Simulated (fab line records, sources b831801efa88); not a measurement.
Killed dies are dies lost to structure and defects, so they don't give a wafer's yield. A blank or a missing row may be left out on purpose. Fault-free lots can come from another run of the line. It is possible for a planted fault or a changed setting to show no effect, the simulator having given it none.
fab line records -- flow sky130
record: lots: 5, wafers: 15, last-day: 50
route steps=708 shown RES_XHIGH@334 SD_N@342 PAD_OPEN@708
lots that met no fault: taken from a fault-free run of the same line
start-h: hours from the record's opening day to when the first of the lot's shown wafers began -- wait-h: time in hours since the lot's previous step -- " unchanged from the row above -- L1.1+2: several wafers, shown together as one row -- - no value, or no start was given -- * or withheld: withheld -- < > ~ a bound
route shown NAME@n: NAME is a module with steps in the file, n the number in the route of the first one -- usual: average and standard deviation across the fault-free wafers -- same: alike in all rows -- chamber/n: place in a boat -- sites: readings site by site -- _std_site: their standard deviation -- _edge_site: mean of outer sites minus mean of inner sites -- radius-mm: how far each site lies from the wafer's centre -- mask NAME#n: copy n -- behind: the tool/chamber that last shaped the wafer -- hold: cause of the lot's hold/its duration in hours/its outcome -- device: transistor that didn't switch, given as n, p or np -- end of line: the tests these same wafers got at the end of their route -- a step without rows: its recipe alone -- killed: dies lost to structure and defects at the first sort, not the wafer's yield -- map: a wafer's dies, x killed, . not, _ none there
set.NAME: the setting that was run; set.NAME@STEP: the one run at that earlier step -- model.NAME: the simulator's own value behind a step, which no gauge read
lots at some steps of the route; a table a step, a row a wafer
services: when a tool's chamber went out of use (start-h, in hours from the record's first day, below 0 if earlier), for how many hours, and the reason
== steps ==
step: SKY_RES_XHIGH_COAT_02
recipe: resist: NOVOLAK, spin-rpm: 3000, resist-thk-nm: 1140
step: SKY_RES_XHIGH_SOFTBAKE_03
recipe: temp-c: 90, time-s: 60, resist: NOVOLAK
step: SKY_RES_XHIGH_EXPOSE_04
recipe: mask-id: URPM, na: 0.6, source-shape: conventional, sigma-outer: 0.6, polarization: unpolarized, target-cd-nm: 1270, dose-mj: 140
step: SKY_RES_XHIGH_PEB_05
recipe: temp-c: withheld, time-s: *, resist: NOVOLAK
step: SKY_RES_XHIGH_DEVELOP_06
recipe: resist: NOVOLAK, developer: TMAH, develop-time-s: 60, dev-temp-c: 23
step: SKY_RES_XHIGH_IMPLANT_07
recipe: species: BF2, energy-kev: 20, dose-cm2: 3.6e+14, tilt-deg: 0
step: SKY_RES_XHIGH_STRIP_08
recipe: chemistry: O2/N2, power-w: 1400, pressure-mtorr: 1500, platen-temp-c: withheld, o2-flow-sccm: 3000, n2-flow-sccm: 300, overash-fraction: 0.5
usual: drypump-motor-current-A: 5.8/0.44, o2-flow-sccm: 3001/8.3, oes-product-au: 0.711/0.0043, strip-time-to-endpoint-s: 14.28/0.044
same: overash-fraction: 0.5
lot.wafer,tool,chamber,start-h,wait-h,drypump-motor-current-A,o2-flow-sccm,oes-product-au,rf-hours-counter-h,strip-time-to-endpoint-s
L335.2,plasma-asher-04,1,621.32,0.1,6.3,2998,0.704,50,14.28
L335.3,plasma-asher-04,0,621.32,0.1,6.1,3005,0.712,-,14.24
L335.5,plasma-asher-04,1,621.32,0.1,6.3,2998,0.709,-,14.24
L337.2,plasma-asher-03,0,643.29,0.1,5.7,2994,0.714,19,14.26
L337.4,plasma-asher-03,1,643.29,0.1,5.9,3003,0.709,-,14.22
L337.5,plasma-asher-03,0,643.29,0.1,5.7,3012,0.707,-,14.26
L348.1,plasma-asher-03,0,737.74,0.1,5.7,2986,0.716,29,14.27
L348.3,plasma-asher-03,0,737.74,0.1,5.7,2993,0.715,-,14.23
L348.5,plasma-asher-03,1,737.74,0.1,5.9,2990,0.716,-,14.24
L351.2,plasma-asher-02,0,761.43,0.1,6.4,2991,0.706,2,14.35
L351.5,plasma-asher-02,0,761.43,0.1,6.4,2997,0.709,-,14.29
L351.6,plasma-asher-02,1,761.43,0.1,5.1,3010,0.709,-,14.32
L354.4,plasma-asher-03,1,783.46,0.1,5.9,2999,0.717,-,14.23
L354.5,plasma-asher-03,0,783.46,0.1,5.7,2997,0.708,-,14.25
L354.6,plasma-asher-03,1,783.46,0.1,5.9,3013,0.703,-,14.22
step: SKY_RES_XHIGH_TW_MEAS_09
usual: RES_XHIGH_TW: 1629/11
lot.wafer,tool,chamber,start-h,wait-h,RES_XHIGH_TW
L335.2,film-metro-04,-,621.43,0.1,1630
L335.3,film-metro-04,-,621.43,0.1,1629
L335.5,film-metro-04,-,621.43,0.1,1633
L337.2,film-metro-03,-,643.40,0.1,1641
L337.4,film-metro-03,-,643.40,0.1,1643
L337.5,film-metro-03,-,643.40,0.1,1649
L348.1,film-metro-02,-,737.84,0.1,1633
L348.3,film-metro-02,-,737.84,0.1,1624
L348.5,film-metro-02,-,737.84,0.1,1631
L351.2,film-metro-04,-,761.54,0.1,1626
L351.5,film-metro-04,-,761.54,0.1,1626
L351.6,film-metro-04,-,761.54,0.1,1622
L354.4,film-metro-03,-,783.56,0.1,1642
L354.5,film-metro-03,-,783.56,0.1,1645
L354.6,film-metro-03,-,783.56,0.1,1649
step: SKY_SD_N_DEHYDRATE_00
recipe: temp-c: 200, time-s: 60
step: SKY_SD_N_HMDS_01
recipe: prime-time-s: 60, prime-temp-c: 120
step: SKY_SD_N_COAT_02
recipe: resist: NOVOLAK, spin-rpm: 3000, resist-thk-nm: 1140
step: SKY_SD_N_SOFTBAKE_03
recipe: temp-c: 90, time-s: 60, resist: NOVOLAK
step: SKY_SD_N_EXPOSE_04
recipe: mask-id: NSDM, na: 0.6, source-shape: conventional, sigma-outer: 0.6, polarization: unpolarized, target-cd-nm: 380, dose-mj: 141
usual: reticle-temp-C: 22.99/0.11
lot.wafer,tool,chamber,start-h,wait-h,mask,reticle-temp-C
L335.2,iline-stepper-01,0,635.38,-,NSDM#0,23.10
L335.3,iline-stepper-01,0,635.38,-,NSDM#0,23.07
L335.5,iline-stepper-01,0,635.38,-,NSDM#0,23.13
L337.2,iline-stepper-02,0,658.10,-,NSDM#0,23.20
L337.4,iline-stepper-02,0,658.10,-,NSDM#0,23.19
L337.5,iline-stepper-02,0,658.10,-,NSDM#0,23.19
L348.1,iline-stepper-02,0,751.29,-,NSDM_R1#0,23.11
L348.3,iline-stepper-02,0,751.29,-,NSDM_R1#0,22.88
L348.5,iline-stepper-02,0,751.29,-,NSDM_R1#0,22.91
L351.2,iline-stepper-02,0,774.98,-,NSDM#0,22.98
L351.5,iline-stepper-02,0,774.98,-,NSDM#0,23.00
L351.6,iline-stepper-02,0,774.98,-,NSDM#0,22.95
L354.4,iline-stepper-01,0,796.68,-,NSDM#0,23.06
L354.5,iline-stepper-01,0,796.68,-,NSDM#0,23.02
L354.6,iline-stepper-01,0,796.68,-,NSDM#0,23.01
step: SKY_SD_N_PEB_05
recipe: temp-c: withheld, time-s: *, resist: NOVOLAK
step: SKY_SD_N_DEVELOP_06
recipe: resist: NOVOLAK, developer: TMAH, develop-time-s: 60, dev-temp-c: 23
step: SKY_SD_N_CD_MEAS_07
recipe: target-cd-nm: 380
usual: cd-nm: 379.8/2.8
lot.wafer,tool,chamber,start-h,wait-h,hold,cd-nm
L335.2,cd-sem-02,-,649.90,0.1,-,381.1
L335.3,cd-sem-02,-,649.90,0.1,-,379.3
L335.5,cd-sem-02,-,649.90,0.1,-,379.7
L337.2,cd-sem-01,-,672.05,0.1,-,376.4
L337.4,cd-sem-01,-,672.05,0.1,-,379.1
L337.5,cd-sem-01,-,672.05,0.1,-,376.9
L348.1,cd-sem-01,-,765.09,0.1,await-dispo/0.2h/release,332.9
L348.3,cd-sem-01,-,765.09,0.1,await-dispo/0.2h/release,333.6
L348.5,cd-sem-01,-,765.09,0.1,await-dispo/0.2h/release,335.3
L348.1,cd-sem-01,-,765.38,0.3,-,333.0
L348.3,cd-sem-01,-,765.38,0.3,-,333.7
L348.5,cd-sem-01,-,765.38,0.3,-,335.2
L351.2,cd-sem-01,-,788.80,0.1,-,378.9
L351.5,cd-sem-01,-,788.80,0.1,-,378.9
L351.6,cd-sem-01,-,788.80,0.1,-,377.0
L354.4,cd-sem-02,-,809.25,0.1,-,380.4
L354.5,cd-sem-02,-,809.25,0.1,-,380.8
L354.6,cd-sem-02,-,809.25,0.1,-,381.6
step: SKY_SD_N_OVL_MEAS_08
usual: SD_N_OVL: 0.7/1.3
lot.wafer,tool,chamber,start-h,wait-h,hold,SD_N_OVL[nm]
L335.2,overlay-01,-,650.00,0.1,-,-1.6
L335.3,overlay-01,-,650.00,0.1,-,-1.4
L335.5,overlay-01,-,650.00,0.1,-,-1.5
L337.2,overlay-01,-,672.15,0.1,-,2.4
L337.4,overlay-01,-,672.15,0.1,-,0.3
L337.5,overlay-01,-,672.15,0.1,-,0.8
L348.1,overlay-01,-,770.02,4.6,await-dispo/4.5h/release,0.1
L348.3,overlay-01,-,770.02,4.6,await-dispo/4.5h/release,-0.1
L348.5,overlay-01,-,770.02,4.6,await-dispo/4.5h/release,-0.8
L351.2,overlay-01,-,788.90,0.1,-,-3.0
L351.5,overlay-01,-,788.90,0.1,-,-0.2
L351.6,overlay-01,-,788.90,0.1,-,-1.7
L354.4,overlay-02,-,809.33,0.1,-,2.7
L354.5,overlay-02,-,809.33,0.1,-,2.9
L354.6,overlay-02,-,809.33,0.1,-,3.1
step: SKY_PAD_OPEN_PROBE_99
usual: killed_at_M0_to_M3: 43/6.7, killed_at_M4_up: 3.2/1.8, killed-at-contacts: 24/4.8, killed-at-front-end: 16/4.2, killed-at-other: 0.3/0.56, killed-dies: 86/8.5, killed-open: 47/6.7, killed-short: 39/6
same: gross-dies: 492, killed-at-back-side: 0
lot.wafer,tool,chamber,start-h,wait-h,killed_at_M0_to_M3,killed_at_M4_up,killed-at-contacts,killed-at-front-end,killed-at-other,killed-dies,killed-open,killed-short
L335.2,prober-02,-,1075.82,0.1,43,0,14,14,2,73,47,26
L335.3,prober-02,-,1075.87,0.2,42,2,21,19,1,85,48,37
L335.5,prober-02,-,1075.97,0.2,36,4,19,26,0,85,47,38
killed by level:class
L335.2 VIA1:geometric-particle:open=11 VIA2:geometric-particle:open=8 METAL2:geometric-particle:short=8 FIELD_ISO:geometric-particle:open=6 CONTACT:geometric-particle:open=5 VIA1:geometric-particle:short=4 VIA3:geometric-particle:open=4 METAL1:geometric-particle:short=3
L335.3 VIA1:geometric-particle:open=10 CONTACT:geometric-particle:open=8 LI_CONTACT:geometric-particle:open=6 VIA1:geometric-particle:short=6 VIA3:geometric-particle:open=6 METAL2:geometric-particle:short=5 CONTACT:geometric-particle:short=5 VIA2:geometric-particle:open=5
L335.5 VIA1:geometric-particle:open=14 FIELD_ISO:geometric-particle:short=7 CONTACT:geometric-particle:open=7 VIA3:geometric-particle:open=6 LI_CONTACT:geometric-particle:open=5 FIELD_ISO:geometric-particle:open=4 POLY_GATE:geometric-particle:open=4 POLY_GATE:geometric-particle:short=4
== services ==
tool,chamber,start-h,hours,kind
plasma-asher-02,-,600.68,8.6,repair
iline-stepper-01,0,600.79,-,calibration
plasma-asher-04,-,648.35,5.8,pm
iline-stepper-02,-,653.24,4.6,repair
iline-stepper-01,-,655.32,4.9,repair
plasma-asher-04,-,655.40,1.8,repair
iline-stepper-02,0,713.55,-,calibration
iline-stepper-01,-,727.36,28.8,repair
plasma-asher-02,-,733.75,9.0,pm
plasma-asher-02,0,733.75,9.0,vent-cycle
plasma-asher-02,1,733.75,9.0,vent-cycle
plasma-asher-02,0,742.75,-,clean
plasma-asher-02,1,742.75,-,clean
iline-stepper-01,-,756.13,1.7,pm
plasma-asher-04,-,775.66,28.1,pm
== key ==
first-sign: step: SKY_SD_N_EXPOSE_04, reading: mask, direction: changed
effect: step: SKY_SD_N_CD_MEAS_07, reading: visit, direction: added
effect: step: SKY_SD_N_CD_MEAS_07, reading: cd-nm, direction: down, sigmas: 16, usual: 379.8, struck: 333.9
met-at SKY_SD_N_EXPOSE_04
struck-wafers L348.1,L348.3,L348.5
tester-left-out L348
onset-between 658.10 751.29
fault: kind: wrong-mask, tool: any, chamber: -, onset-h: 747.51, steps: SKY_SD_N_EXPOSE_04, aux-copy: NSDM_R1#0, cd-offset-nm: -46, scope: struck-lots-only
tester-left-out: of these lots the tester's yield and bins aren't shown, on N5 and GAA mostly nor the transistor test; their killed dies are dies lost to structure and defects alone, not to doping, threshold or leakage, so they don't give the yield
